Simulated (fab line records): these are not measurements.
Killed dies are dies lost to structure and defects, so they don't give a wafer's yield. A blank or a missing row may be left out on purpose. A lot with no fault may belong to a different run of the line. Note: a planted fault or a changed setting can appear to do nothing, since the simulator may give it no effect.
Which of the tools did it?    flow gf180mcu    6 lots with 18 wafers sampled at 2 steps, on a route of 602 steps

WHAT THE GAUGES READ, wafer by wafer
GF_POLY_GATE_THK_MEAS_17.
lot   measured      on             POLY_GATE_OXIDATION_THK (nm)
L782  day 10 00:26  film metro-02  3.83 3.93 3.92
L784  day 10 17:15  film metro-03  4.00 3.89 3.97
L787  day 11 07:04  film metro-02  4.02 4.05 3.97
L789  day 11 20:33  film metro-02  4.04 3.98 4.00
L791  day 12 14:30  film metro-02  4.12 4.17 4.12
L801  day 15 10:14  film metro-03  4.04 3.87 3.95

WHICH TOOL RAN EACH LOT (tool, then ch and the chambers of the sampled wafers, then the start)
lot   GF_POLY_GATE_ETCH_12
L782  rie diel-04 ch 0,2,3, day 9 22:56
L784  rie diel-03 ch 1,3, day 10 15:44
L787  rie diel-03 ch 1,2,3, day 11 05:34
L789  rie diel-02 ch 0,2, day 11 19:02
L791  rie diel-02 ch 0,1,2, day 12 12:58
L801  rie diel-03 ch 0,2,3, day 15 08:44
- GF_POLY_GATE_ETCH_12: etches BARC in N2/H2.

THE ANSWER, worked out from the rows above alone
Rule: the lots themselves supply what counts as usual. The widest of any qualifying gaps counts: lots, ordered by their means at a reading, are off when they make up no more than a third of the lots, leave a main group of 4 or more, and stand apart from it by 3 or more times the standard deviation of that group's means. The tables above print the reading to a certain number of digits; a main group whose means all agree to those digits is not used. Also off: a lot with no number at a reading for which 4 or more lots have one. Any other lot the step has rows for is counted as sound.
No lot is off at any reading shown: from this, nothing can be told.

WHAT HAD BEEN PUT IN BY THE SIMULATOR
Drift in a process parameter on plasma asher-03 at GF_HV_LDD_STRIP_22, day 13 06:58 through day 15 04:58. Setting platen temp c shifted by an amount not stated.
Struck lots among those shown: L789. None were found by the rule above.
